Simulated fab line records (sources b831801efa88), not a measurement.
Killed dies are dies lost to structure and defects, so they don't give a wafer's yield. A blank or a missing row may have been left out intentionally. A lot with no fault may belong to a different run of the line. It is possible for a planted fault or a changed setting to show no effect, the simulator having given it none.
Matching of chambers + flow sky130 + SKY_METAL3_ETCH_17 on rie-diel-04: 4 sister chambers
The step etches SiO2 in C4F8/O2/Ar, stops on TiN, time 3.9 s, target depth 15 nm. 27 wafers are shown with their chamber, then 12 later ones without.

EACH WAFER AND ITS CHAMBER
| wafer  | chamber | oes-product-au (a.u.) |
|--------|---------|-----------------------|
| L074.1 | 0       | 0.747                 |
| L074.2 | 2       | 0.750                 |
| L074.6 | 3       | 0.749                 |
| L075.2 | 3       | 0.743                 |
| L075.4 | 0       | 0.746                 |
| L075.5 | 2       | 0.752                 |
| L079.2 | 2       | 0.752                 |
| L079.3 | 3       | 0.748                 |
| L079.4 | 0       | 0.749                 |
| L084.2 | 2       | 0.754                 |
| L084.4 | 0       | 0.753                 |
| L084.6 | 1       | 0.758                 |
| L085.1 | 1       | 0.749                 |
| L085.4 | 0       | 0.757                 |
| L085.5 | 0       | 0.755                 |
| L088.1 | 0       | 0.765                 |
| L088.4 | 3       | 0.776                 |
| L088.6 | 1       | 0.756                 |
| L089.1 | 2       | 0.734                 |
| L089.2 | 0       | 0.745                 |
| L089.4 | 1       | 0.758                 |
| L090.2 | 2       | 0.748                 |
| L090.5 | 1       | 0.760                 |
| L090.6 | 2       | 0.742                 |
| L092.1 | 0       | 0.750                 |
| L092.3 | 2       | 0.738                 |
| L092.4 | 3       | 0.767                 |

SIGNATURES (means of the wafers above)
| reading        | chamber 0 | chamber 1 | chamber 2 | chamber 3 | scatter within a chamber |
|----------------|-----------|-----------|-----------|-----------|--------------------------|
| oes-product-au | 0.75189   | 0.75620   | 0.74625   | 0.75660   | 0.00829                  |
Rule: a wafer's distance from a chamber is the root of the sum, over the readings, of the square of ((its reading less the chamber's mean) divided by the reading's scatter). If the next closest chamber is less than 2 further off than the closest, the wafer can't be placed; otherwise it belongs to the closest. The scatter: take each reading less its chamber's mean, square it, sum over the shown wafers, divide by the number of wafers less the number of chambers, and take the root.

WAFERS WHOSE CHAMBER IS MISSING
| wafer  | oes-product-au (a.u.) |
|--------|-----------------------|
| L094.2 | 0.751                 |
| L094.4 | 0.759                 |
| L094.6 | 0.753                 |
| L095.3 | 0.752                 |
| L095.4 | 0.763                 |
| L095.5 | 0.760                 |
| L096.4 | 0.764                 |
| L096.5 | 0.757                 |
| L096.6 | 0.758                 |
| L097.3 | 0.742                 |
| L097.4 | 0.753                 |
| L097.5 | 0.748                 |

CHAMBER TAKEN BY EACH
| wafer  | from the rows above               | in truth |
|--------|-----------------------------------|----------|
| L094.2 | can't be placed: 0 or 2 or 1 or 3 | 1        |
| L094.4 | can't be placed: 3 or 1 or 0 or 2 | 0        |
| L094.6 | can't be placed: 0 or 1 or 3 or 2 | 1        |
| L095.3 | can't be placed: 0 or 1 or 3 or 2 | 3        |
| L095.4 | can't be placed: 3 or 1 or 0 or 2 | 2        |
| L095.5 | can't be placed: 3 or 1 or 0 or 2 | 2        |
| L096.4 | can't be placed: 3 or 1 or 0 or 2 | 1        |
| L096.5 | can't be placed: 3 or 1 or 0 or 2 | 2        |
| L096.6 | can't be placed: 3 or 1 or 0 or 2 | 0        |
| L097.3 | can't be placed: 2 or 0 or 1 or 3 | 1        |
| L097.4 | can't be placed: 0 or 1 or 3 or 2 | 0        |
| L097.5 | can't be placed: 2 or 0 or 1 or 3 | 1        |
Placed correctly: 0 of 12. From these rows, 12 cannot be placed; in 12 the true chamber is one of the candidates. Number placed wrongly: 0.
